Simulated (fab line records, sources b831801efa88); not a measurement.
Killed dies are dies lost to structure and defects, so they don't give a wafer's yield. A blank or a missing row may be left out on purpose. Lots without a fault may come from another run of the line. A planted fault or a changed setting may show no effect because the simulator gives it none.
Chamber matching | flow gf180mcu | GF_CONTACT_CMP_04 on cmp-01: 4 sister chambers
The step polishes SiO2. 14 wafers are shown with their chamber, then 7 later ones without.

WAFERS WITH THEIR CHAMBER
wafer  | chamber | motor_current_A (A) | time_to_endpoint_s (s)
L423.3 | 1       | 10.0                | 102
L423.5 | 2       | 10.2                | 108
L423.6 | 1       | 9.7                 | 110
L424.2 | 0       | 14.0                | 98
L424.4 | 3       | 11.5                | 108
L424.5 | 0       | 14.4                | 104
L425.1 | 1       | 10.3                | 110
L425.2 | 3       | 10.8                | 98
L425.3 | 0       | 14.2                | 96
L429.1 | 1       | 10.2                | 111
L429.5 | 2       | 10.5                | 115
L429.6 | 3       | 11.1                | 113
L440.1 | 0       | 14.6                | 104
L440.2 | 3       | 11.3                | 109

SIGNATURES (means of the wafers above)
reading            | chamber 0 | chamber 1 | chamber 2 | chamber 3 | scatter within a chamber
motor_current_A    | 14.300    | 10.050    | 10.350    | 11.175    | 0.269
time_to_endpoint_s | 100.50    | 108.25    | 111.50    | 107.00    | 5
Rule: a wafer's distance from a chamber is the root of the sum, over the readings, of the square of ((its reading less the chamber's mean) divided by the reading's scatter). The wafer belongs to the nearest chamber; if the next one is less than 2 further off, it can't be placed. The scatter: the root of (the sum of the squares of (reading less its chamber's mean) over the shown wafers, divided by (wafers less chambers)).

WAFERS WITHOUT THEIR CHAMBER
wafer  | motor_current_A (A) | time_to_endpoint_s (s)
L440.5 | 10.3                | 112
L441.1 | 10.1                | 103
L441.4 | 9.5                 | 118
L441.5 | 9.9                 | 113
L442.2 | 9.4                 | 107
L442.3 | 11.0                | 118
L442.4 | 14.6                | 109

WHICH CHAMBER EACH WENT THROUGH
wafer  | from the rows above          | in truth
L440.5 | can't be placed: 2 or 1      | 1
L441.1 | can't be placed: 1 or 2      | 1
L441.4 | can't be placed: 1 or 2      | 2
L441.5 | can't be placed: 1 or 2      | 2
L442.2 | can't be placed: 1 or 2      | 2
L442.3 | can't be placed: 3 or 2 or 1 | 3
L442.4 | 0                            | 0
Placed correctly: 1 of 7. Can't be placed from these rows: 6 (the true chamber is among the candidates in 6). Placed wrongly: 0.
